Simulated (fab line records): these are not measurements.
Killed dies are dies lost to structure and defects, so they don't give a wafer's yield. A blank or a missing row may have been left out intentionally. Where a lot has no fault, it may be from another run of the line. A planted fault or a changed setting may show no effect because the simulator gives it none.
A lot that was struck, set against a sound lot | flow sky130 | 14 steps out of a route of 708
Sound: these wafers, L835.4, L835.5, L835.6. Struck: wafers L825.2, L825.3, L825.5. The cause is named last.
At each step with rows: each side's tool, then ch and its chambers, then its first start. Under that, the readings that differ: sound wafers | struck wafers | difference of the means | sigmas: that difference in standard deviations of wafers without a fault.
alike: a reading whose means differ by less than 2 such deviations, as well as words and numbers matching on both sides. not compared: withheld readings; readings where some wafer has no value; bounds like >300 that might hide an equal value; numbers whose values overlap and for which the record gives no deviation.
Wherever a step has rows on one side only, a row that says differs or no value, or a row with sigmas, the two part there. Numbers that don't overlap but have no deviation are shown without sigmas and don't part them. A reading missing from all wafers of one side parts the sides only when that side holds two or more wafers.

first, 2 steps without rows for these wafers: SKY_VT_ADJUST_HVTP_PEB_05; SKY_VT_ADJUST_HVTP_DEVELOP_06 (develop time 60 s).
SKY_VT_ADJUST_HVTP_CD_MEAS_07 targets a cd of 380 nm.
  sound: cd_sem-01 at day 9 10:53; struck: cd_sem-02 at day 6 20:32
  alike: cd_nm
SKY_VT_ADJUST_HVTP_OVL_MEAS_08:
  sound: overlay-01 at day 9 10:58; struck: overlay-02 at day 6 20:39
  alike: VT_ADJUST_HVTP_OVL
next, for these wafers, 1 step has no rows: SKY_VT_ADJUST_HVTP_IMPLANT_09.
SKY_VT_ADJUST_HVTP_STRIP_10: strips in O2/N2.
  sound on plasma_asher-02 ch 0,1, day 9 11:10; struck on plasma_asher-01 ch 0, day 6 20:50
  reading                     | sound          | struck         | difference | sigmas
  drypump_motor_current_A (A) | 5.29 5.38 5.31 | 6.08 6.08 6.06 | +0.75      | +3
  alike: oes_product_au, strip_time_to_endpoint_s
  not compared: rf_hours_counter_h
SKY_VT_ADJUST_HVTP_TW_MEAS_11:
  sound: film_metro-03 at day 9 11:16; struck: film_metro-03 at day 6 20:56
  alike: VT_ADJUST_HVTP_TW
then, 5 steps without rows for these wafers: SKY_VT_ADJUST_LVTN_DEHYDRATE_00 (time 60 s); SKY_VT_ADJUST_LVTN_HMDS_01 (prime time 60 s); SKY_VT_ADJUST_LVTN_COAT_02 (resist thk 3000 nm); SKY_VT_ADJUST_LVTN_SOFTBAKE_03; SKY_VT_ADJUST_LVTN_EXPOSE_04 (exposes mask NWM COMPLEMENT LESS NATIVE, target cd 840 nm).
SKY_VT_ADJUST_LVTN_PEB_05:
  sound on litho_track-03 ch 0, day 10 08:00; struck on litho_track-01, day 7 15:00
  no value came back on the struck wafers for chill_plate_temp_C (C), exhaust_pa (Pa), heater_power_total_W (W); on the sound wafers chill_plate_temp_C (C) reads 23.11 23.08 23.14
then, 1 step without rows for these wafers: SKY_VT_ADJUST_LVTN_DEVELOP_06 (develop time 60 s).

## WHERE THEY PART
Earliest at SKY_VT_ADJUST_HVTP_STRIP_10; latest, in this record, at SKY_VT_ADJUST_LVTN_PEB_05.

WHY: what had been put in by the simulator
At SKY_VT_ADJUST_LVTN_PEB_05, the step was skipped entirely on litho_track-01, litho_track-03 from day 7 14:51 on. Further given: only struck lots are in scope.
